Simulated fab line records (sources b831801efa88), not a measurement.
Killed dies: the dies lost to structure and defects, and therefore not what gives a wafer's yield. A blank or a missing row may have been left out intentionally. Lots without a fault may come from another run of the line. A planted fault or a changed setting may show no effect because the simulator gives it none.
fab line records	flow sky130
record lots=6	wafers=18	last-day=49
route steps=708 shown VIA4@645 METAL5@661 PASSIVATION@681 PAD_OPEN@708
lots untouched by any fault: they come from a run of this same line in which no faults occurred
start-h: hours from the record's opening day to when the first of the lot's shown wafers began	wait-h: hours since the lot's step before	" repeats the value in the row above	L1.1+2: several wafers, shown together as one row	- either no value or no given start	* or withheld: withheld	< > ~ a bound
route shown NAME@n: a module of which the file shows steps, and the number in the route of the first	usual: mean/standard deviation of fault-free wafers	same: alike in all rows	chamber/n: place in a boat	sites: readings site by site	_std_site: the values' standard deviation	_edge_site: inner sites' mean taken away from outer sites' mean	radius-mm: for every site, how far away it sits from the centre of the wafer	mask NAME#n: copy n	behind: the most recent tool/chamber to have shaped the wafer	hold: what put the lot on hold/how long, in hours/how the hold closed	device: the n, p or np transistor that did not switch	end of line: the route-end tests of the same wafers	a step with no rows: only its recipe	killed: dies that structure and defects cost at the first sort, which is not the same as the wafer's yield	map: the dies of a wafer, with x for killed, . for not killed, _ for no die there
set.NAME: the setting the step ran with; set.NAME@STEP: the setting that earlier step ran with	model.NAME: the simulator's own value behind a step, which no gauge read
lots seen at some steps along the route; tables by step, rows by wafer
services: when a tool's chamber went out of use (start-h, in hours from the record's first day, below 0 if earlier), for how many hours, and the reason
## steps
# step SKY_VIA4_COAT_06
# recipe resist=NOVOLAK	spin-rpm=3000	resist-thk-nm=1140
# step SKY_VIA4_SOFTBAKE_07
# recipe temp-c=90	time-s=60	resist=NOVOLAK
# step SKY_VIA4_EXPOSE_08
# recipe mask-id=VIM4	na=0.6	source-shape=conventional	sigma-outer=0.6	polarization=unpolarized	target-cd-nm=800	dose-mj=132
# step SKY_VIA4_PEB_09
# recipe temp-c=withheld	time-s=*	resist=NOVOLAK
# step SKY_VIA4_DEVELOP_10
# recipe resist=NOVOLAK	developer=TMAH	develop-time-s=60	dev-temp-c=23
# step SKY_VIA4_OVL_MEAS_11
# usual VIA4_OVL=0.2/1.4
lot.wafer	tool	chamber	start-h	wait-h	VIA4_OVL[nm]
L798.2	overlay-01	-	1010.15	0.1	2.6
L798.3	"	-	"	"	-0.5
L798.4	"	-	"	"	-0.1
L802.2	overlay-02	-	1028.93	0.1	0.1
L802.3	"	-	"	"	1.6
L802.4	"	-	"	"	0.9
L809.2	overlay-02	-	1097.29	0.1	-0.3
L809.4	"	-	"	"	-0.4
L809.5	"	-	"	"	-1.2
L812.1	overlay-01	-	1109.34	0.1	-1.2
L812.3	"	-	"	"	-1.1
L812.4	"	-	"	"	-1.6
L815.2	overlay-02	-	1121.94	0.1	-0.3
L815.4	"	-	"	"	0.2
L815.5	"	-	"	"	-0.3
L817.4	overlay-02	-	1129.30	0.1	2.2
L817.5	"	-	"	"	1.8
L817.6	"	-	"	"	0.9
# step SKY_VIA4_ETCH_12
# recipe target=SiO2	chemistry=C4F8/O2/Ar	stop-on=TiN	mask-material=NOVOLAK	source-w=1500	bias-w=1163	pressure-mtorr=40	c4f8-flow-sccm=withheld	O2_flow_sccm=6	Ar_flow_sccm=300	time-s=withheld	target-depth-a=5800
# usual oes-product-au=0.926/0.0053
lot.wafer	tool	chamber	start-h	wait-h	oes-product-au
L798.2	rie-diel-03	0	1010.18	0.0	0.923
L798.3	"	2	"	"	0.926
L798.4	"	1	"	"	0.922
L802.2	rie-diel-02	1	1028.96	0.0	0.926
L802.3	"	2	"	"	0.916
L802.4	"	0	"	"	0.934
L809.2	rie-diel-04	2	1097.32	0.0	0.925
L809.4	"	1	"	"	0.926
L809.5	"	3	"	"	0.924
L812.1	rie-diel-03	2	1109.38	0.0	0.920
L812.3	"	1	"	"	0.935
L812.4	"	3	"	"	0.927
L815.2	rie-diel-02	0	1121.97	0.0	0.926
L815.4	"	2	"	"	0.920
L815.5	"	3	"	"	0.929
L817.4	rie-diel-04	3	1129.32	0.0	0.929
L817.5	"	2	"	"	0.933
L817.6	"	1	"	"	0.924
# step SKY_VIA4_STRIP_13
# recipe chemistry=O2/N2	power-w=1400	pressure-mtorr=1500	platen-temp-c=withheld	o2-flow-sccm=3000	n2-flow-sccm=300	overash-fraction=0.5
# step SKY_VIA4_STRIP_14
# recipe chemistry=post-etch-residue-remover	time-s=1200	temp-c=72.5
# step SKY_VIA4_CLEAN_15
# recipe chemistry=IPA	time-s=180	temp-c=25
# step SKY_VIA4_CLEAN_16
# recipe chemistry=O3/DIW	dry=n2-spin
# step SKY_VIA4_SPUTTER_17
# recipe material=TiN	target-thk-nm=20	chamber-pressure-pa=5	power-w=4000	time-s=80
# step SKY_VIA4_CVD_18
# recipe material=W	target-thk-nm=505	time-s=152.14	temp-c=400	pressure-torr=40
# usual heater-power-w=833/33
lot.wafer	tool	chamber	start-h	wait-h	heater-power-w
L798.2	cvd-w-01	1	1010.90	0.0	839
L798.3	"	1	"	"	870
L798.4	"	0	"	"	866
L802.2	cvd-w-02	0	1029.73	0.0	843
L802.3	"	0	"	"	812
L802.4	"	1	"	"	773
L809.2	cvd-w-01	0	1098.04	0.0	856
L809.4	"	0	"	"	842
L809.5	"	0	"	"	844
L812.1	cvd-w-01	1	1110.10	0.0	850
L812.3	"	0	"	"	848
L812.4	"	1	"	"	838
L815.2	cvd-w-02	1	1122.69	0.0	795
L815.4	"	1	"	"	769
L815.5	"	0	"	"	846
L817.4	cvd-w-02	0	1130.16	0.1	840
L817.5	"	0	"	"	835
L817.6	"	1	"	"	789
# step SKY_VIA4_RS_MEAS_19
# recipe thk-meas-gauge=four-point-probe	reads=W_of_VIA4_CVD_18+TiN_of_VIA4_SPUTTER_17
# usual VIA4_W_RS=0.2269/0.0027
lot.wafer	tool	chamber	start-h	wait-h	VIA4_W_RS[ohm/sq]
L798.2	film-metro-03	-	1011.07	0.1	0.2233
L798.3	"	-	"	"	0.2243
L798.4	"	-	"	"	0.2225
L802.2	film-metro-01	-	1029.91	0.1	0.2261
L802.3	"	-	"	"	0.2299
L802.4	"	-	"	"	0.2312
L809.2	film-metro-03	-	1098.21	0.1	0.2238
L809.4	"	-	"	"	0.2229
L809.5	"	-	"	"	0.2255
L812.1	film-metro-02	-	1110.25	0.1	0.2247
L812.3	"	-	"	"	0.2245
L812.4	"	-	"	"	0.2284
L815.2	film-metro-01	-	1122.86	0.1	0.2287
L815.4	"	-	"	"	0.2271
L815.5	"	-	"	"	0.2291
L817.4	film-metro-01	-	1130.32	0.1	0.2230
L817.5	"	-	"	"	0.2254
L817.6	"	-	"	"	0.2272
# step SKY_VIA4_THK_MEAS_20
# recipe thk-meas-gauge=xrf	reads=W_of_VIA4_CVD_18
# usual VIA4_W_THK=506/7.4
lot.wafer	tool	chamber	start-h	wait-h	VIA4_W_THK[nm]
L798.2	film-metro-03	-	1011.18	0.1	518
L798.3	"	-	"	"	516
L798.4	"	-	"	"	518
L802.2	film-metro-01	-	1030.02	0.1	502
L802.3	"	-	"	"	493
L802.4	"	-	"	"	493
L809.2	film-metro-03	-	1098.32	0.1	507
L809.4	"	-	"	"	512
L809.5	"	-	"	"	504
L812.1	film-metro-02	-	1110.37	0.1	518
L812.3	"	-	"	"	519
L812.4	"	-	"	"	510
L815.2	film-metro-01	-	1122.97	0.1	502
L815.4	"	-	"	"	505
L815.5	"	-	"	"	503
L817.4	film-metro-01	-	1130.41	0.1	513
L817.5	"	-	"	"	507
L817.6	"	-	"	"	505
# step SKY_VIA4_CMP_21
# recipe stop-on=SiO2	t-overpolish-s=25	down-force-psi=3.5	platen-rpm=60	target-thk-nm=0	pad-velocity-m-s=0.94248
# step SKY_METAL5_SPUTTER_00
# recipe material=Ti	target-thk-nm=15	power-w=3000	time-s=10	chamber-pressure-pa=0.4
# step SKY_METAL5_SPUTTER_01
# recipe material=TiN	target-thk-nm=20	power-w=6500	time-s=16.7	chamber-pressure-pa=0.4
# step SKY_METAL5_SPUTTER_02
# recipe material=AlCu	target-thk-nm=1150	power-w=10600	time-s=61.2	chamber-pressure-pa=0.4
# usual throttle-valve-pct=29.3/1.1
lot.wafer	tool	chamber	start-h	wait-h	throttle-valve-pct
L798.2	pvd-sputter-02	-	1011.66	0.0	29.3
L798.3	"	-	"	"	28.6
L798.4	"	-	"	"	31.9
L802.2	pvd-sputter-02	-	1030.41	0.0	29.4
L802.3	"	-	"	"	28.5
L802.4	"	-	"	"	31.8
L809.2	pvd-sputter-02	-	1098.72	0.0	28.6
L809.4	"	-	"	"	32.1
L809.5	"	-	"	"	29.1
L812.1	pvd-sputter-01	-	1110.78	0.0	29.5
L812.3	"	-	"	"	29.3
L812.4	"	-	"	"	28.4
L815.2	pvd-sputter-01	-	1123.37	0.0	29.4
L815.4	"	-	"	"	29.6
L815.5	"	-	"	"	29.4
L817.4	pvd-sputter-02	-	1130.79	0.0	29.3
L817.5	"	-	"	"	29.2
L817.6	"	-	"	"	28.6
# step SKY_METAL5_SPUTTER_03
# recipe material=Ti	target-thk-nm=5	power-w=3000	time-s=3.3	chamber-pressure-pa=0.4
# step SKY_METAL5_SPUTTER_04
# recipe material=TiN	target-thk-nm=70	power-w=6500	time-s=58.3	chamber-pressure-pa=0.4
# step SKY_METAL5_RS_MEAS_05
# recipe thk-meas-gauge=four-point-probe	reads=TiN_of_METAL5_SPUTTER_04+Ti_of_METAL5_SPUTTER_03+AlCu_of_METAL5_SPUTTER_02+TiN_of_METAL5_SPUTTER_01+Ti_of_METAL5_SPUTTER_00
# usual METAL5_ALCU_RS=0.0271/0.00033
lot.wafer	tool	chamber	start-h	wait-h	METAL5_ALCU_RS[ohm/sq]
L798.2	film-metro-01	-	1011.80	0.0	0.0270
L798.3	"	-	"	"	0.0275
L798.4	"	-	"	"	0.0269
L802.2	film-metro-01	-	1030.55	0.0	0.0268
L802.3	"	-	"	"	0.0272
L802.4	"	-	"	"	0.0266
L809.2	film-metro-03	-	1098.86	0.0	0.0277
L809.4	"	-	"	"	0.0271
L809.5	"	-	"	"	0.0271
L812.1	film-metro-01	-	1110.90	0.0	0.0267
L812.3	"	-	"	"	0.0270
L812.4	"	-	"	"	0.0269
L815.2	film-metro-03	-	1123.51	0.0	0.0273
L815.4	"	-	"	"	0.0271
L815.5	"	-	"	"	0.0273
L817.4	film-metro-04	-	1130.96	0.1	0.0280
L817.5	"	-	"	"	0.0280
L817.6	"	-	"	"	0.0281
# step SKY_METAL5_THK_MEAS_06
# recipe thk-meas-gauge=xrf	reads=AlCu_of_METAL5_SPUTTER_02
# usual METAL5_ALCU_THK=1139/16
lot.wafer	tool	chamber	start-h	wait-h	METAL5_ALCU_THK[nm]
L798.2	film-metro-01	-	1011.91	0.1	1147
L798.3	"	-	"	"	1127
L798.4	"	-	"	"	1148
L802.2	film-metro-01	-	1030.66	0.1	1162
L802.3	"	-	"	"	1137
L802.4	"	-	"	"	1164
L809.2	film-metro-03	-	1098.97	0.1	1122
L809.4	"	-	"	"	1149
L809.5	"	-	"	"	1153
L812.1	film-metro-01	-	1111.02	0.1	1146
L812.3	"	-	"	"	1135
L812.4	"	-	"	"	1132
L815.2	film-metro-03	-	1123.62	0.1	1144
L815.4	"	-	"	"	1157
L815.5	"	-	"	"	1143
L817.4	film-metro-04	-	1131.05	0.1	1101
L817.5	"	-	"	"	1103
L817.6	"	-	"	"	1098
# step SKY_METAL5_DEHYDRATE_07
# recipe temp-c=200	time-s=60
# step SKY_METAL5_HMDS_08
# recipe prime-time-s=60	prime-temp-c=120
# step SKY_METAL5_COAT_09
# recipe resist=NOVOLAK	spin-rpm=3000	resist-thk-nm=1800
# step SKY_METAL5_SOFTBAKE_10
# recipe temp-c=90	time-s=60	resist=NOVOLAK
# step SKY_METAL5_EXPOSE_11
# recipe mask-id=MM5	na=0.6	source-shape=conventional	sigma-outer=0.6	polarization=unpolarized	target-cd-nm=1600	dose-mj=190
# step SKY_METAL5_PEB_12
# recipe temp-c=withheld	time-s=*	resist=NOVOLAK
# step SKY_METAL5_DEVELOP_13
# recipe resist=NOVOLAK	developer=TMAH	develop-time-s=60	dev-temp-c=23
# step SKY_METAL5_DESCUM_14
# recipe chemistry=O2	source-power-w=150	bias-power-w=0	pressure-mtorr=10	temp-c=40	time-s=11
# usual drypump-motor-current-A=5.5/0.44	oes-product-au=1.007/0.0073
lot.wafer	tool	chamber	start-h	wait-h	drypump-motor-current-A	oes-product-au	rf-hours-counter-h
L798.2	rie-metal-02	0	1034.45	0.1	6.2	1.006	16
L798.3	"	0	"	"	6.2	0.996	-
L798.4	"	1	"	"	5.7	1.012	-
L802.2	rie-metal-02	0	1052.73	0.1	6.2	1.008	17
L802.3	"	0	"	"	6.1	1.007	-
L802.4	"	1	"	"	5.7	1.008	-
L809.2	rie-metal-01	0	1117.90	0.1	5.5	1.008	5
L809.4	"	0	"	"	5.5	1.008	-
L809.5	"	0	"	"	5.5	1.007	-
L812.1	rie-metal-03	1	1130.60	0.1	5.9	1.014	15
L812.3	"	0	"	"	4.8	1.021	-
L812.4	"	1	"	"	5.9	1.032	-
L815.2	rie-metal-03	0	1142.08	0.1	4.9	1.001	24
L815.4	"	1	"	"	5.9	1.004	-
L815.5	"	0	"	"	4.8	1.013	-
L817.4	rie-metal-03	1	1149.66	0.1	5.9	1.010	-
L817.5	"	1	"	"	5.8	1.000	-
L817.6	"	0	"	"	4.9	1.006	-
# step SKY_METAL5_METAL_ETCH_15
# recipe target-depth-a=12600	stop-on=SiO2	over-etch-frac=0.2	time-s=252	chemistry=Cl2/BCl3	resist-sidewall-deg=86	pressure-mtorr=10	icp-w=887.5	bias-w=48.5	Cl2_flow_sccm=60	bcl3-flow-sccm=30
# usual drypump-motor-current-A=5.5/0.44	oes-product-au=0.894/0.0053	throttle-valve-pct=22.265/0.0096
lot.wafer	tool	chamber	start-h	wait-h	drypump-motor-current-A	oes-product-au	rf-hours-counter-h	throttle-valve-pct
L798.2	rie-metal-02	0	1034.48	0.0	6.2	0.889	16	22.275
L798.3	"	0	"	"	6.2	0.893	-	22.260
L798.4	"	1	"	"	5.7	0.890	-	22.279
L802.2	rie-metal-02	0	1052.76	0.0	6.2	0.889	17	22.269
L802.3	"	0	"	"	6.1	0.897	-	22.247
L802.4	"	1	"	"	5.7	0.891	-	22.271
L809.2	rie-metal-01	0	1117.93	0.0	5.5	0.896	5	22.269
L809.4	"	0	"	"	5.5	0.894	-	22.272
L809.5	"	0	"	"	5.5	0.895	-	22.249
L812.1	rie-metal-03	1	1130.63	0.0	5.9	0.886	15	22.263
L812.3	"	0	"	"	4.8	0.890	-	22.248
L812.4	"	1	"	"	5.9	0.891	-	22.248
L815.2	rie-metal-03	0	1142.11	0.0	4.9	0.889	24	22.267
L815.4	"	1	"	"	5.9	0.897	-	22.264
L815.5	"	0	"	"	4.9	0.902	-	22.268
L817.4	rie-metal-03	1	1149.76	0.1	5.9	0.879	-	22.260
L817.5	"	1	"	"	5.9	0.882	-	22.253
L817.6	"	0	"	"	4.8	0.885	-	22.252
# step SKY_METAL5_STRIP_16
# recipe chemistry=O2/N2	power-w=1400	pressure-mtorr=1500	platen-temp-c=withheld	o2-flow-sccm=3000	n2-flow-sccm=300	overash-fraction=0.5
# usual drypump-motor-current-A=5.6/0.33	n2-flow-sccm=300.0/0.97	oes-product-au=0.711/0.0047	strip-time-to-endpoint-s=13.08/0.099
lot.wafer	tool	chamber	start-h	wait-h	drypump-motor-current-A	n2-flow-sccm	oes-product-au	rf-hours-counter-h	strip-time-to-endpoint-s
L798.2	plasma-asher-03	0	1034.72	0.2	6.0	299.1	0.707	59	13.25
L798.3	"	1	"	"	5.9	300.2	0.708	-	13.17
L798.4	"	0	"	"	5.9	301.2	0.717	-	13.07
L802.2	plasma-asher-02	0	1053.00	0.2	5.7	301.6	0.709	31	13.07
L802.3	"	1	"	"	5.5	301.2	0.711	-	13.15
L802.4	"	0	"	"	5.6	300.4	0.713	-	12.96
L809.2	plasma-asher-03	1	1118.17	0.2	5.9	301.2	0.710	69	13.24
L809.4	"	1	"	"	5.9	298.5	0.708	-	13.16
L809.5	"	1	"	"	5.9	299.3	0.719	-	13.10
L812.1	plasma-asher-04	1	1130.87	0.2	5.0	298.9	0.707	5	13.16
L812.3	"	0	"	"	5.3	301.0	0.711	-	13.11
L812.4	"	1	"	"	5.0	300.1	0.707	-	13.13
L815.2	plasma-asher-04	1	1142.35	0.2	5.0	300.5	0.716	6	13.09
L815.4	"	0	"	"	5.3	298.7	0.716	-	13.14
L815.5	"	1	"	"	5.0	298.7	0.701	-	13.10
L817.4	plasma-asher-03	0	1149.95	0.1	6.0	299.6	0.709	-	13.01
L817.5	"	0	"	"	6.0	299.1	0.703	-	13.18
L817.6	"	1	"	"	5.9	300.7	0.708	-	13.04
# step SKY_METAL5_STRIP_17
# recipe chemistry=post-etch-residue-remover	time-s=1200	temp-c=72.5
# step SKY_METAL5_CLEAN_18
# recipe chemistry=IPA	time-s=180	temp-c=25
# step SKY_METAL5_CLEAN_19
# recipe chemistry=O3/DIW	dry=n2-spin
# step SKY_PASSIVATION_CVD_00
# recipe material=SiO2	target-thk-nm=90	temp-c=400	time-s=withheld	rf-w=600
# step SKY_PASSIVATION_THK_MEAS_01
# recipe reads=SiO2_of_PASSIVATION_CVD_00
# usual PASSIVATION_CVD_00_THK=90.5/1.1
lot.wafer	tool	chamber	start-h	wait-h	PASSIVATION_CVD_00_THK[nm]
L798.2	film-metro-02	-	1035.38	-	91.6
L798.3	"	-	"	"	91.1
L798.4	"	-	"	"	92.3
L802.2	film-metro-02	-	1053.62	-	89.4
L802.3	"	-	"	"	89.8
L802.4	"	-	"	"	91.0
L809.2	film-metro-01	-	1118.83	-	89.8
L809.4	"	-	"	"	91.0
L809.5	"	-	"	"	91.1
L812.1	film-metro-01	-	1131.52	-	87.8
L812.3	"	-	"	"	90.5
L812.4	"	-	"	"	89.5
L815.2	film-metro-01	-	1142.97	-	87.9
L815.4	"	-	"	"	91.0
L815.5	"	-	"	"	90.0
L817.4	film-metro-04	-	1150.90	-	89.0
L817.5	"	-	"	"	89.5
L817.6	"	-	"	"	88.7
# step SKY_PASSIVATION_CVD_02
# recipe material=Si3N4	target-thk-nm=540	temp-c=400	time-s=withheld	rf-w=450
# step SKY_PASSIVATION_THK_MEAS_03
# recipe reads=Si3N4_of_PASSIVATION_CVD_02
# usual PASSIVATION_CVD_02_THK=540/6.9
lot.wafer	tool	chamber	start-h	wait-h	PASSIVATION_CVD_02_THK[nm]
L798.2	film-metro-04	-	1035.67	-	538
L798.3	"	-	"	"	539
L798.4	"	-	"	"	544
L802.2	film-metro-01	-	1053.91	-	536
L802.3	"	-	"	"	536
L802.4	"	-	"	"	543
L809.2	film-metro-02	-	1119.23	-	529
L809.4	"	-	"	"	544
L809.5	"	-	"	"	544
L812.1	film-metro-04	-	1131.80	-	533
L812.3	"	-	"	"	527
L812.4	"	-	"	"	541
L815.2	film-metro-02	-	1143.37	-	539
L815.4	"	-	"	"	543
L815.5	"	-	"	"	545
L817.4	film-metro-04	-	1151.30	-	545
L817.5	"	-	"	"	542
L817.6	"	-	"	"	537
# step SKY_PASSIVATION_DEHYDRATE_04
# recipe temp-c=200	time-s=60
# step SKY_PASSIVATION_HMDS_05
# recipe prime-time-s=60	prime-temp-c=120
# step SKY_PAD_OPEN_PROBE_99
# usual defect-limited-yield=82.9/1.7	killed_at_M0_to_M3=42/6.7	killed_at_M4_up=3.4/2	killed-at-contacts=24/5.1	killed-at-front-end=14/4.2	killed-at-other=0.2/0.49	killed-dies=84/8.4	killed-open=46/7	killed-short=39/5.8	sort_bin_3_pad_short=0.8/0.42	sort_bin_5_function=10.2/1.3	sort_bin_6_memory=6.1/1	sort-n-pass=408/8.4	sort-yield-pct=82.9/1.7
# same gross-dies=492	killed-at-back-side=0	sort_bin_4_leakage[%]=0	sort_bin_8_speed[%]=0
lot.wafer	tool	chamber	start-h	wait-h	defect-limited-yield[%]	killed_at_M0_to_M3	killed_at_M4_up	killed-at-contacts	killed-at-front-end	killed-at-other	killed-dies	killed-open	killed-short	sort_bin_3_pad_short[%]	sort_bin_5_function[%]	sort_bin_6_memory[%]	sort-n-pass	sort-yield-pct[%]	model.etest.tester.sort-n-pass	model.etest.tester.sort-yield-pct	model.etest.tester.sort_bin_5_pct	model.etest.tester.sort_bin_3_pct
L809.2	prober-01	-	1159.20	0.1	76.8	38	47	21	8	0	114	41	29	2.8	14.2	6.1	378	76.8	378	76.83	14.23	2.846
L809.4	prober-01	-	1159.30	0.2	70.9	48	55	28	12	0	143	63	29	2.2	20.9	5.9	349	70.9	349	70.94	20.93	2.236
L809.5	prober-01	-	1159.35	0.2	74.0	32	49	34	13	0	128	42	39	2.2	16.1	7.7	364	74.0	364	73.98	16.06	2.236
L812.1	prober-02	-	1170.41	0.1	77.6	34	45	22	8	1	110	35	33	2.2	14.4	5.7	382	77.6	382	77.64	14.43	2.236
L812.3	prober-02	-	1170.51	0.2	74.0	41	55	21	11	0	128	40	34	2.8	16.7	6.5	364	74.0	364	73.98	16.67	2.846
L812.4	prober-02	-	1170.56	0.2	71.7	45	53	24	17	0	139	47	40	3.0	18.9	6.3	353	71.7	353	71.75	18.9	3.049
L815.2	prober-02	-	1181.86	0.1	85.2	37	5	24	7	0	73	41	32	0.6	7.7	6.5	419	85.2	419	85.16	7.724	0.6098
L815.4	prober-02	-	1181.96	0.2	83.9	43	2	16	18	0	79	40	39	0.6	9.3	6.1	413	83.9	413	83.94	9.35	0.6098
L815.5	prober-02	-	1182.01	0.2	85.8	24	8	19	17	2	70	28	42	0.6	8.1	5.5	422	85.8	422	85.77	8.13	0.6098
L817.4	prober-02	-	1187.40	0.2	82.7	45	5	24	11	0	85	50	35	1.4	11.6	4.3	407	82.7	407	82.72	11.59	1.423
L817.5	prober-02	-	1187.45	0.2	81.9	38	6	28	16	1	89	45	44	1.2	10.6	6.3	403	81.9	403	81.91	10.57	1.22
L817.6	prober-02	-	1187.50	0.2	85.2	29	1	27	16	0	73	40	33	0.8	8.5	5.5	419	85.2	419	85.16	8.537	0.813
# killed by level:class
L809.2 VIA4:unspecified=44 VIA1:geometric-particle:open=9 CONTACT:geometric-particle:open=8 LI_CONTACT:geometric-particle:open=6 VIA1:geometric-particle:short=5 VIA2:geometric-particle:open=5 VIA3:geometric-particle:short=5 VIA3:geometric-particle:open=5
L809.4 VIA4:unspecified=51 VIA1:geometric-particle:open=18 CONTACT:geometric-particle:open=13 VIA3:geometric-particle:open=10 LI_CONTACT:geometric-particle:open=7 FIELD_ISO:geometric-particle:open=5 CONTACT:geometric-particle:short=4 VIA3:geometric-particle:short=4
L809.5 VIA4:unspecified=47 CONTACT:geometric-particle:open=15 CONTACT:geometric-particle:short=8 VIA1:geometric-particle:open=8 VIA3:geometric-particle:open=7 LOCAL_INTERCONNECT:geometric-particle:short=7 FIELD_ISO:geometric-particle:short=6 METAL2:geometric-particle:short=3
L812.1 VIA4:unspecified=42 CONTACT:geometric-particle:open=9 METAL2:geometric-particle:short=7 VIA2:geometric-particle:open=7 CONTACT:geometric-particle:short=5 VIA3:geometric-particle:open=5 LOCAL_INTERCONNECT:geometric-particle:short=4 VIA1:geometric-particle:open=4
L812.3 VIA4:unspecified=54 VIA1:geometric-particle:open=10 LI_CONTACT:geometric-particle:open=8 VIA1:geometric-particle:short=8 CONTACT:geometric-particle:open=6 METAL1:geometric-particle:short=5 VIA2:geometric-particle:open=5 VIA3:geometric-particle:open=5
L812.4 VIA4:unspecified=52 VIA1:geometric-particle:open=14 CONTACT:geometric-particle:open=8 METAL2:geometric-particle:short=8 FIELD_ISO:geometric-particle:short=7 LI_CONTACT:geometric-particle:open=6 VIA1:geometric-particle:short=6 VIA3:geometric-particle:open=5
L815.2 CONTACT:geometric-particle:open=9 VIA2:geometric-particle:open=8 CONTACT:geometric-particle:short=7 METAL2:geometric-particle:short=7 VIA1:geometric-particle:open=6 LI_CONTACT:geometric-particle:open=5 VIA3:geometric-particle:open=4 POLY_GATE:geometric-particle:short=3
L815.4 VIA1:geometric-particle:open=8 VIA3:geometric-particle:open=8 METAL1:geometric-particle:short=7 METAL2:geometric-particle:short=7 FIELD_ISO:geometric-particle:short=6 POLY_GATE:geometric-particle:open=5 CONTACT:geometric-particle:open=4 VIA2:geometric-particle:open=4
L815.5 VIA1:geometric-particle:open=8 FIELD_ISO:geometric-particle:short=7 METAL4:geometric-particle:short=5 CONTACT:geometric-particle:short=4 CONTACT:geometric-particle:open=4 FIELD_ISO:geometric-particle:open=3 POLY_GATE:geometric-particle:short=3 VIA3:geometric-particle:open=3
L817.4 VIA1:geometric-particle:open=10 CONTACT:geometric-particle:open=8 VIA3:geometric-particle:open=8 LI_CONTACT:geometric-particle:open=7 VIA2:geometric-particle:open=6 VIA1:geometric-particle:short=6 METAL2:geometric-particle:short=6 METAL4:geometric-particle:short=4
L817.5 CONTACT:geometric-particle:short=9 CONTACT:geometric-particle:open=7 VIA3:geometric-particle:open=7 FIELD_ISO:geometric-particle:open=6 VIA2:geometric-particle:open=6 METAL4:geometric-particle:short=6 LI_CONTACT:geometric-particle:open=5 VIA1:geometric-particle:open=5
L817.6 VIA1:geometric-particle:open=8 LI_CONTACT:geometric-particle:open=8 CONTACT:geometric-particle:open=8 CONTACT:geometric-particle:short=6 POLY_GATE:geometric-particle:short=5 LI_CONTACT:geometric-particle:short=5 VIA1:geometric-particle:short=5 FIELD_ISO:geometric-particle:open=4
# map L809.4 (x killed, . not)
__________.xxxx..xx._________
________xxxxxxxx..x..x_______
______x.xxxxxxxx........_____
_____.xxxxxxxxxxxx.......____
____.xxxxxxxxxxxx...x....x___
___.....xxxxxxxx....x.x...x__
__...xx.x.xx.xxx.x.x..xxxx.._
_...x..xxxx.x.x.x.x.....x.x..
_.........x.x....x........x.x
_....x.x.x.....x..x..........
_...x.x......x...............
_x.x......x..................
_........x..x..x...x....x....
_..........x.................
_..xx..xx....xx....x..xx...x.
__...x...................xxx_
___.x..x........x..........__
____....x.......x.......x.___
_____....xx.....xx.......____
______.x.....xx.xxx.x..._____
________x..........x.._______
__________.x........_________
# map L812.4 (x killed, . not)
__________..x...xx.._________
________............xx_______
______.....x.......xx.xx_____
_____.............xxxxxxx____
____...........x..xxxxxxxx___
___..............xxxxxxxxxx__
__........x....x..xxxxxxxxxx_
_.....x.x...x.....xxxxxxxxx.x
_......x..x.....x...xxxxxx.x.
_.xxx..xx...x.xx.....xx....x.
_.xx......x......x.......x...
_....x......x......xx........
_...x..x......x..x...x.......
_.x.xx......x..x.x...........
_....x.....x........xx.xxx...
__..x...........x...x....x.._
___.x......x...x.........xx__
____xx..xx..x...xx.......x___
_____.......xx......x....____
______x...xx....x..x...._____
________x....x....x..x_______
__________.x........_________
## services
tool	chamber	start-h	hours	kind
rie-diel-04	-	990.71	2.8	pm
plasma-asher-03	-	1003.84	14.6	pm
rie-diel-02	3	1005.68	6.7	repair
rie-diel-03	1	1014.01	15.8	repair
rie-diel-04	3	1022.23	9.0	repair
rie-diel-02	0	1025.36	1.2	repair
rie-diel-03	0	1027.22	10.4	repair
rie-diel-03	2	1037.59	5.7	repair
rie-diel-03	1	1040.52	3.8	repair
pvd-sputter-01	-	1047.97	1.6	repair
plasma-asher-04	-	1048.79	21.2	repair
rie-diel-03	-	1051.10	2.8	pm
rie-metal-02	0	1058.78	15.6	repair
rie-diel-02	1	1061.68	18.6	repair
cvd-w-02	0	1063.14	4.8	repair
rie-diel-04	3	1063.32	4.7	repair
cvd-w-01	-	1063.58	14.6	pm
plasma-asher-04	-	1070.01	9.0	pm
cvd-w-01	-	1078.33	0.5	repair
rie-diel-03	2	1093.64	8.6	repair
pvd-sputter-01	-	1094.88	6.8	repair
rie-metal-01	1	1099.84	1.6	repair
rie-diel-04	3	1103.33	7.2	repair
rie-diel-04	3	1114.89	3.1	repair
## key
first-sign step=SKY_PAD_OPEN_PROBE_99	reading=killed_at_M4_up	direction=up	sigmas=24	usual=3.4	struck=50.7
effect step=SKY_PAD_OPEN_PROBE_99	reading=sort_bin_5_function	direction=up	sigmas=5.1	usual=10.2	struck=16.9
model-effect step=SKY_PAD_OPEN_PROBE_99	value=etest.tester.sort-n-pass	without=406.2	struck=365
met-at SKY_VIA4_CVD_18
struck-wafers L809.2,L809.4,L809.5,L812.1,L812.3,L812.4
onset-between 1010.90 1098.04
fault kind=chamber-particle-source	tool=cvd-w-01	chamber=-	onset-h=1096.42	steps=SKY_VIA4_CVD_18	rate-per-visit-cm2=0.84699	end-h=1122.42
